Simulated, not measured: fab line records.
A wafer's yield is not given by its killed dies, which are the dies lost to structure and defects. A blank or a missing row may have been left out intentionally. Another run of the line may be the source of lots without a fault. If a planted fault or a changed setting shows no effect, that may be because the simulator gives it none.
One fault through the eyes of 2 desks ; flow sky130 ; what lay behind the numbers comes last; until then each desk has only its own

== AT THE METROLOGY DESK ==
Means of the sampled wafers that have a number, per lot and without regard to the tool the lot ran on: this is what the gauges read. If a lot's mean is further than 4 standard deviations from the usual mean, the lot is out of limits and carries the mark OUT (the distance appears in the brackets).
Columns: A = cd-nm at SKY_POLY_GATE_CD_MEAS_22, usual 149.9 nm; B = LDD_HVP_TW at SKY_LDD_HVP_TW_MEAS_10, usual 458.6
lot;first seen here;A;B
L301;day 16 16:17;149.5;462.0
L302;day 16 19:02;150.1;458.2
L303;day 17 04:41;146.4;458.3
L304;day 18 00:26;151.2;459.4
L306;day 18 21:44;149.0;458.1
L313;day 21 06:23;149.9;468.7 (+4.2) OUT
L314;day 21 09:07;150.6;472.0 (+5.6) OUT
L316;day 22 02:58;150.1;456.3
L318;day 22 23:40;152.5;457.3
L321;day 24 02:47;148.0;459.1
L323;day 24 16:16;147.2;459.9
L324;day 25 03:57;151.6;459.1
This desk's result: L313, L314 out of limits, first on L313 (LDD_HVP_TW at SKY_LDD_HVP_TW_MEAS_10), day 26 07:54. L301, L302, L303, L304, L306, L316, L318, L321, L323, L324 stayed within limits.

== FOR THE TOOL OWNER'S DESK: implanter-04 ==
SKY_LDD_HVP_IMPLANT_08, tool's own readings: per-lot mean of the sampled wafers with a number, covering each lot this tool ran. If a lot's mean is further than 4 standard deviations from the usual mean, the lot is out of limits and carries the mark OUT (the distance appears in the brackets).
Columns: A = beam-energy-keV at SKY_LDD_HVP_IMPLANT_08, usual 20.001
lot;first seen here;A
L303;day 22 06:29;19.996
L313;day 26 07:41;22.652 (+99 or more) OUT
L314;day 26 10:37;22.647 (+99 or more) OUT
This desk's verdict: out of limits on L313, L314, starting with L313 at day 26 07:41 (beam-energy-keV at SKY_LDD_HVP_IMPLANT_08). L303 stayed within limits.

== PUT TOGETHER ==
The tool owner's desk had the chance to raise an alarm at day 26 07:41 on L313, L314.
The metrology desk could have raised an alarm at day 26 07:54, on L313, L314.
The lots listed all ran SKY_LDD_HVP_IMPLANT_08 on implanter-04.

== WHAT THE SIMULATOR PUT IN ==
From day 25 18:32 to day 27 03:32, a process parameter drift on implanter-04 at SKY_LDD_HVP_IMPLANT_08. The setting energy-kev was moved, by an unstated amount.
Struck lots among those shown: L313, L314.
Fault start to first reading out of limits, in hours, per desk: tool owner, 13; metrology, 13.
